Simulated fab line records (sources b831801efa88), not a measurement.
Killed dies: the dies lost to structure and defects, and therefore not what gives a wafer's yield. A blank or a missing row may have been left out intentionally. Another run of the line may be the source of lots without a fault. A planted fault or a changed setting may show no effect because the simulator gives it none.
Which tool is to blame?	flow gf180mcu	Sampling: 6 lots, 18 wafers, 3 of 602 route steps

WHAT EACH GAUGE READ, for each wafer
GF_MIM_THK_MEAS_06.
lot	measured	on	MIM_CVD_05_THK (nm)
L212	day 25 04:07	film_metro-01	42.0 42.8 43.1
L215	day 26 08:56	film_metro-04	42.4 42.7 43.7
L218	day 27 08:22	film_metro-01	41.7 42.6 41.8
L223	day 28 18:10	film_metro-01	42.7 42.1 42.7
L227	day 30 00:58	film_metro-01	41.4 42.5 42.4
L230	day 30 17:40	film_metro-02	41.7 41.5 42.2

TOOL THAT RAN EACH LOT (tool first, then ch and the chambers of the sampled wafers, then the start)
lot	GF_STI_WET_ETCH_17	GF_V4_ETCH_16
L212	wet_bench-04 ch 0, day 2 11:36	rie_diel-03 ch 1,2, day 25 02:31
L215	wet_bench-03 ch 3, day 3 04:33	rie_diel-01 ch 1,2,3, day 26 07:19
L218	wet_bench-04 ch 1, day 3 20:03	rie_diel-01 ch 0,1,2, day 27 06:46
L223	wet_bench-02 ch 0, day 4 20:53	rie_diel-03 ch 0,1, day 28 16:34
L227	wet_bench-03 ch 1, day 5 18:30	rie_diel-03 ch 0,1,3, day 29 23:21
L230	wet_bench-04 ch 0, day 6 08:35	rie_diel-04 ch 1,2,3, day 30 16:04
- GF_STI_WET_ETCH_17: etches Si3N4 in H3PO4, target depth 45 nm, time 514 s.
- GF_V4_ETCH_16: etches BARC in N2/H2.

THE ANSWER, worked out from the rows above alone
Rule: the usual values come from the lots themselves. Put in order of their means at a reading, lots are off if they are a third of the lots or fewer, leave a main group of 4 or more, and stand apart from it by a gap of 3 or more times the standard deviation of the main group's means; of several such gaps the widest counts. A main group is skipped when, at the precision printed for the reading in the tables above, its means are all equal. Also off: a lot with no number at a reading for which 4 or more lots have one. All remaining lots with rows at the step are treated as sound.
Across all readings shown, no lot is off: no conclusion can be drawn from this.

WHAT WAS PUT IN BY THE SIMULATOR
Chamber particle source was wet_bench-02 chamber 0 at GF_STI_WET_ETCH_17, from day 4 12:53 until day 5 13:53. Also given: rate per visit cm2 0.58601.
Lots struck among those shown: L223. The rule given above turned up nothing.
